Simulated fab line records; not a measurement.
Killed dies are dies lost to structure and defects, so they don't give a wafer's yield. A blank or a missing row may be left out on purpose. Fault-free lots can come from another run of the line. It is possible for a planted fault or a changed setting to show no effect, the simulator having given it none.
Struck lot and sound lot, side by side | flow sky130 | 17 out of 708 route steps
Sound: these wafers, L135.2, L135.4, L135.6. Wafers struck: L145.1, L145.3, L145.6. The cause is named last.
At each step with rows: each side's tool, then ch and its chambers, then its first start. Under that, the readings that differ: sound wafers | struck wafers | difference of the means | sigmas: that difference in standard deviations of wafers without a fault.
alike: same words and numbers on both sides, and readings whose means sit less than 2 such deviations apart. not compared: any withheld reading, any reading some wafer has no value for, any bound like >300 that may hide the same value, and any number with overlapping values for which the record gives no deviation.
Wherever a step has rows on one side only, a row that says differs or no value, or a row with sigmas, the two part there. When numbers do not overlap yet have no deviation, they are printed without sigmas and do not part them. A reading missing from all wafers of one side parts the sides only when that side holds two or more wafers.

first, 1 step without rows for these wafers: SKY_VT_ADJUST_LVTN_IMPLANT_19.
SKY_VT_ADJUST_LVTN_STRIP_20: strips in O2/N2.
  sound on plasma-asher-01 ch 0,1, day 9 22:49; struck on plasma-asher-01 ch 0,1, day 12 19:58
  alike: drypump-motor-current-A, oes-product-au, strip-time-to-endpoint-s
  not compared: rf-hours-counter-h
SKY_VT_ADJUST_LVTN_TW_MEAS_21:
  sound on film-metro-01, day 9 22:55; struck on film-metro-01, day 12 20:04
  alike: VT_ADJUST_LVTN_2_TW
then, 7 steps without rows for these wafers: SKY_VT_ADJUST_NCORE_DEHYDRATE_00 (time 60 s); SKY_VT_ADJUST_NCORE_HMDS_01 (prime time 60 s); SKY_VT_ADJUST_NCORE_COAT_02 (resist thk 1140 nm); SKY_VT_ADJUST_NCORE_SOFTBAKE_03 (time 60 s); SKY_VT_ADJUST_NCORE_EXPOSE_04 (exposes mask LVTN COMPLEMENT THIN, target cd 380 nm); SKY_VT_ADJUST_NCORE_PEB_05; SKY_VT_ADJUST_NCORE_DEVELOP_06 (develop time 60 s).
SKY_VT_ADJUST_NCORE_CD_MEAS_07: the cd target is 380 nm.
  sound on cd-sem-01, day 10 21:45; struck on cd-sem-02, day 13 21:37
  alike: cd-nm
SKY_VT_ADJUST_NCORE_OVL_MEAS_08:
  sound on overlay-02, day 10 21:52; struck on overlay-02, day 13 21:44
  alike: VT_ADJUST_NCORE_OVL
SKY_VT_ADJUST_NCORE_IMPLANT_09:
  sound on implanter-04 ch 0, day 10 21:55; struck on implanter-01 ch 0, day 13 22:05
SKY_VT_ADJUST_NCORE_STRIP_10: strips in O2/N2.
  sound on plasma-asher-01 ch 0,1, day 10 22:02; struck on plasma-asher-03 ch 1, day 13 22:14
  alike: drypump-motor-current-A, oes-product-au, strip-time-to-endpoint-s
  not compared: rf-hours-counter-h
SKY_VT_ADJUST_NCORE_TW_MEAS_11:
  sound on film-metro-03, day 10 22:09; struck on film-metro-03, day 13 22:34
  reading            | sound             | struck            | difference | sigmas
  VT_ADJUST_NCORE_TW | 220.7 219.6 220.0 | 267.2 266.0 266.4 | +46.4      | +19
then, 1 step without rows for these wafers: SKY_VT_ADJUST_HVTR_DEHYDRATE_00 (time 60 s).
-- the record jumps here: 36 days lie between the struck wafers' starts before and after (it left off in module VT_ADJUST_HVTR and takes up again in module PAD_OPEN, whose first step shown is number 708 of the route) --
SKY_PAD_OPEN_PROBE_99:
  only the struck wafers here have rows in the record (prober-02, day 50 00:50); the sound ones have none

## WHERE THEY PART
Earliest at SKY_VT_ADJUST_NCORE_TW_MEAS_11; latest, in this record, at SKY_PAD_OPEN_PROBE_99.

WHY: whatever the simulator had introduced
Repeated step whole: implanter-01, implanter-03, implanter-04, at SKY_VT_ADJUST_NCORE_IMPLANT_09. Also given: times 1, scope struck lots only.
